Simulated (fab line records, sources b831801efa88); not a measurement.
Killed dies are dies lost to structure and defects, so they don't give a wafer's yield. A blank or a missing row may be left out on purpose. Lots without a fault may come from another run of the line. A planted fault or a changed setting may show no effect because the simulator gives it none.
Which tool did it? | flow sky130 | 14 lots, 42 wafers sampled, at 3 steps of a route of 708

WHAT THE GAUGES READ, wafer by wafer
SKY_LI_CONTACT_RS_MEAS_22: measures by four-point-probe. Usual: LI_CONTACT_W_RS 0.284 ohm/sq, standard deviation 0.0054.
lot  | measured     | on            | LI_CONTACT_W_RS (ohm/sq) | flag
L739 | day 29 03:56 | film_metro-04 | 0.279 0.287 0.272        |
L741 | day 29 15:25 | film_metro-03 | 0.289 0.287 0.286        |
L742 | day 30 05:32 | film_metro-01 | 0.283 0.272 0.283        |
L743 | day 30 14:08 | film_metro-03 | 0.289 0.290 0.289        |
L745 | day 30 23:32 | film_metro-03 | 0.287 0.275 0.276        |
L744 | day 31 03:14 | film_metro-01 | 0.284 0.279 0.277        |
L749 | day 33 00:17 | film_metro-03 | 0.286 0.285 0.283        |
L754 | day 34 22:47 | film_metro-04 | 0.277 0.283 0.274        |
L752 | day 35 07:19 | film_metro-04 | 0.292 0.292 0.294        |
L753 | day 35 09:13 | film_metro-01 | 0.280 0.287 0.283        |
L756 | day 35 16:02 | film_metro-03 | 0.297 0.280 0.291        |
L757 | day 35 17:31 | film_metro-01 | 0.281 0.281 0.282        |
L758 | day 35 23:49 | film_metro-01 | 0.291 0.281 0.290        |
L760 | day 36 11:02 | film_metro-01 | 0.280 0.286 0.277        |

SKY_LOCAL_INTERCONNECT_CD_MEAS_11: target cd 170 nm. Usual: cd_nm 169.6 nm, standard deviation 1.2.
lot  | measured     | on        | cd_nm (nm)        | flag
L739 | day 30 08:11 | cd_sem-02 | 172.7 171.1 171.6 |
L741 | day 30 19:45 | cd_sem-02 | 170.8 168.5 170.4 |
L742 | day 31 10:10 | cd_sem-02 | 168.0 166.1 166.3 |
L743 | day 31 18:58 | cd_sem-02 | 169.7 170.3 169.9 |
L745 | day 32 03:18 | cd_sem-01 | 169.8 169.0 169.0 |
L744 | day 32 06:51 | cd_sem-02 | 168.2 169.5 170.4 |
L749 | day 34 03:40 | cd_sem-01 | 168.4 170.3 170.9 |
L754 | day 36 01:24 | cd_sem-01 | 170.6 169.4 168.6 |
L752 | day 36 09:28 | cd_sem-01 | 170.7 171.1 172.0 |
L753 | day 36 11:46 | cd_sem-02 | 169.6 169.9 170.1 |
L756 | day 36 18:19 | cd_sem-02 | 169.4 168.2 168.5 |
L757 | day 36 20:06 | cd_sem-02 | 169.8 170.4 170.1 |
L758 | day 37 02:16 | cd_sem-02 | 172.0 171.1 170.3 |
L760 | day 37 13:18 | cd_sem-01 | 169.4 170.8 169.8 |

SKY_CONTACT_BOW_MEAS_05. Usual: CONTACT_BOW 81 um, standard deviation 7.6.
lot  | measured     | on            | CONTACT_BOW (um) | flag
L739 | day 30 09:35 | film_metro-02 | 96 85 81         |
L741 | day 30 21:08 | film_metro-04 | 92 82 82         |
L742 | day 31 11:35 | film_metro-02 | 74 75 78         |
L743 | day 31 20:28 | film_metro-03 | 75 74 74         |
L745 | day 32 05:09 | film_metro-04 | 82 73 79         |
L744 | day 32 08:40 | film_metro-02 | 90 87 79         |
L749 | day 34 05:06 | film_metro-02 | 85 82 88         |
L754 | day 36 02:49 | film_metro-02 | 77 76 77         |
L752 | day 36 10:51 | film_metro-03 | 79 81 76         |
L753 | day 36 13:19 | film_metro-03 | 83 84 96         |
L756 | day 36 19:44 | film_metro-02 | 87 85 78         |
L757 | day 36 21:29 | film_metro-03 | 62 81 82         |
L758 | day 37 03:38 | film_metro-04 | 74 75 81         |
L760 | day 37 14:50 | film_metro-02 | 87 89 71         |

WHICH TOOL RAN EACH LOT (tool, then ch and the chambers of the sampled wafers, then the start)
The record holds no process step before these readings.

WHAT THE TOOLS THEMSELVES READ (means of the sampled wafers that have a number; where no wafer has one, the mark that the record gives instead)
The record holds no such reading with a usual standard deviation.

THE ANSWER, worked out from the rows above alone
Rule: a lot is off if the mean of its wafers that have a number lies more than 3 standard deviations from the usual mean. A lot without any number at a reading at which 4 lots or more have one is off too. The other lots that the step has rows for count as sound. The gauges are gone through in route order, then the tools' own readings, and for those a lot's mean is taken as printed above. The first step at which some lot is off is used, and at that step the reading that is off furthest; a lot without a number counts as furthest.
No lot is off at any reading shown: from this, nothing can be told.

WHAT THE SIMULATOR HAD PUT IN
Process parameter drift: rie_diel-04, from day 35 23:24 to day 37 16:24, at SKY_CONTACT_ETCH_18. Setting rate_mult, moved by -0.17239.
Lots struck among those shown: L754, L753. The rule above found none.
